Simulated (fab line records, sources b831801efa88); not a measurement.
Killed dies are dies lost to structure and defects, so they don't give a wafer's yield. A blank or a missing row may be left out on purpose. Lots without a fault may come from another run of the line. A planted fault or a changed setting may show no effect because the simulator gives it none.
Tool commonality check | flow sky130 | 13 lots, 45 wafers sampled

WHY IT WAS OPENED
At SKY_METAL5_RS_MEAS_05 the reading METAL5_ALCU_RS is flagged on 2 of 13 lots. Wafers without a fault read 0.02706 ohm/sq, standard deviation 0.0003.
Rule: a lot is flagged when every wafer of it that has a number lies more than 4 standard deviations from that mean, or none has a number. The other lots count as sound.

lot  | measured     | on            | METAL5_ALCU_RS (ohm/sq), wafer by wafer        | flag
L550 | day 42 16:16 | film_metro-04 | 0.02667 0.02733 0.02724                        |
L553 | day 43 16:39 | film_metro-02 | 0.02759 0.02726 0.02759                        |
L556 | day 44 16:36 | film_metro-02 | 0.02735 0.0271 0.02687                         |
L558 | day 45 01:12 | film_metro-04 | 0.0779 0.07382 0.07979 0.07786 0.07386 0.07974 | FLAGGED
L559 | day 45 09:00 | film_metro-02 | 0.02711 0.02704 0.02716                        |
L560 | day 45 15:25 | film_metro-04 | 0.07363 0.07972 0.07564 0.07355 0.07951 0.0754 | FLAGGED
L561 | day 45 17:13 | film_metro-04 | 0.02683 0.02707 0.02686                        |
L567 | day 47 21:02 | film_metro-03 | 0.02693 0.02718 0.02716                        |
L569 | day 48 02:07 | film_metro-04 | 0.02654 0.02672 0.02713                        |
L570 | day 48 03:13 | film_metro-03 | 0.02742 0.0272 0.02707                         |
L571 | day 48 09:40 | film_metro-04 | 0.02663 0.02729 0.02665                        |
L573 | day 48 14:17 | film_metro-04 | 0.02644 0.02726 0.02632                        |
L572 | day 48 15:31 | film_metro-02 | 0.02678 0.02705 0.02679                        |
The numbers of the flagged lots are 0.07670 ohm/sq on average: +0.04964 ohm/sq against the usual, or +99 or more standard deviations.

WHICH TOOL RAN EACH LOT
The record holds 3 process steps before the reading, out of a route of 708 steps. In each cell: the tool, then ch and the chambers that the sampled wafers went through, then the start.
lot  | flag    | SKY_VIA4_CVD_18               | SKY_METAL5_SPUTTER_01        | SKY_METAL5_SPUTTER_02
L550 |         | cvd_w-02 ch 0, day 42 15:28   | pvd_sputter-03, day 42 16:08 | pvd_sputter-03, day 42 16:09
L553 |         | cvd_w-02 ch 0,1, day 43 15:50 | pvd_sputter-01, day 43 16:29 | pvd_sputter-01, day 43 16:31
L556 |         | cvd_w-01 ch 0,1, day 44 15:47 | pvd_sputter-03, day 44 16:26 | pvd_sputter-03, day 44 16:28
L558 | FLAGGED | cvd_w-02 ch 0,1, day 45 00:24 | pvd_sputter-03, day 45 01:04 | pvd_sputter-03, day 45 01:05
L559 |         | cvd_w-01 ch 0,1, day 45 08:12 | pvd_sputter-01, day 45 08:51 | pvd_sputter-01, day 45 08:53
L560 | FLAGGED | cvd_w-02 ch 0,1, day 45 14:38 | pvd_sputter-03, day 45 15:17 | pvd_sputter-03, day 45 15:19
L561 |         | cvd_w-02 ch 0,1, day 45 16:23 | pvd_sputter-01, day 45 17:02 | pvd_sputter-01, day 45 17:04
L567 |         | cvd_w-01 ch 1, day 47 20:13   | pvd_sputter-02, day 47 20:52 | pvd_sputter-02, day 47 20:53
L569 |         | cvd_w-02 ch 0,1, day 48 01:01 | pvd_sputter-02, day 48 01:56 | pvd_sputter-02, day 48 01:58
L570 |         | cvd_w-02 ch 0,1, day 48 02:09 | pvd_sputter-01, day 48 03:05 | pvd_sputter-01, day 48 03:06
L571 |         | cvd_w-02 ch 0,1, day 48 08:51 | pvd_sputter-01, day 48 09:30 | pvd_sputter-01, day 48 09:32
L573 |         | cvd_w-01 ch 0,1, day 48 13:20 | pvd_sputter-03, day 48 14:09 | pvd_sputter-03, day 48 14:11
L572 |         | cvd_w-01 ch 0,1, day 48 14:43 | pvd_sputter-03, day 48 15:22 | pvd_sputter-03, day 48 15:23
What these steps do:
- SKY_VIA4_CVD_18: deposits W, target thk 505 nm, time 152.14 s.
- SKY_METAL5_SPUTTER_01: material TiN, target thk 20 nm, time 16.7 s.
- SKY_METAL5_SPUTTER_02: material AlCu, target thk 1150 nm, time 61.2 s.
- SKY_METAL5_RS_MEAS_05: measures by four-point-probe.

FLAGGED OVER TOTAL, TOOL BY TOOL (the gauges that took the reading come last)
step                  | tool           | lots run | flagged | share of the flagged lots | sound lots run after its first flagged lot
SKY_VIA4_CVD_18       | cvd_w-01       | 5        | 0       | none                      | -
SKY_VIA4_CVD_18       | cvd_w-02       | 8        | 2       | all                       | 4 (L561,L569,L570,L571)
SKY_METAL5_SPUTTER_01 | pvd_sputter-01 | 5        | 0       | none                      | -
SKY_METAL5_SPUTTER_01 | pvd_sputter-02 | 2        | 0       | none                      | -
SKY_METAL5_SPUTTER_01 | pvd_sputter-03 | 6        | 2       | all                       | 2 (L573,L572)
SKY_METAL5_SPUTTER_02 | pvd_sputter-01 | 5        | 0       | none                      | -
SKY_METAL5_SPUTTER_02 | pvd_sputter-02 | 2        | 0       | none                      | -
SKY_METAL5_SPUTTER_02 | pvd_sputter-03 | 6        | 2       | all                       | 2 (L573,L572)
SKY_METAL5_RS_MEAS_05 | film_metro-02  | 4        | 0       | none                      | -
SKY_METAL5_RS_MEAS_05 | film_metro-03  | 2        | 0       | none                      | -
SKY_METAL5_RS_MEAS_05 | film_metro-04  | 7        | 2       | all                       | 4 (L561,L569,L571,L573)

WHAT THE TABLE ALLOWS
4 rows of the table ran every flagged lot: cvd_w-02 at SKY_VIA4_CVD_18, pvd_sputter-03 at SKY_METAL5_SPUTTER_01, pvd_sputter-03 at SKY_METAL5_SPUTTER_02, film_metro-04 at SKY_METAL5_RS_MEAS_05.
- cvd_w-02 at SKY_VIA4_CVD_18: 2 of its 8 lots flagged. Sound lots ran on it after the first flagged one (L561, L569, L570, L571), which a lasting fault on the whole tool wouldn't allow.
- pvd_sputter-03 at SKY_METAL5_SPUTTER_01: 2 of its 6 lots flagged. Sound lots ran on it after the first flagged one (L573, L572), which a lasting fault on the whole tool wouldn't allow.
- pvd_sputter-03 at SKY_METAL5_SPUTTER_02: 2 of its 6 lots flagged. Sound lots ran on it after the first flagged one (L573, L572), which a lasting fault on the whole tool wouldn't allow.
- film_metro-04 at SKY_METAL5_RS_MEAS_05: 2 of its 7 lots flagged. Sound lots ran on it after the first flagged one (L561, L569, L571, L573), which a lasting fault on the whole tool wouldn't allow.
No row of the table ran every flagged lot and no sound lot after the first.

WHAT THE SIMULATOR HAD PUT IN
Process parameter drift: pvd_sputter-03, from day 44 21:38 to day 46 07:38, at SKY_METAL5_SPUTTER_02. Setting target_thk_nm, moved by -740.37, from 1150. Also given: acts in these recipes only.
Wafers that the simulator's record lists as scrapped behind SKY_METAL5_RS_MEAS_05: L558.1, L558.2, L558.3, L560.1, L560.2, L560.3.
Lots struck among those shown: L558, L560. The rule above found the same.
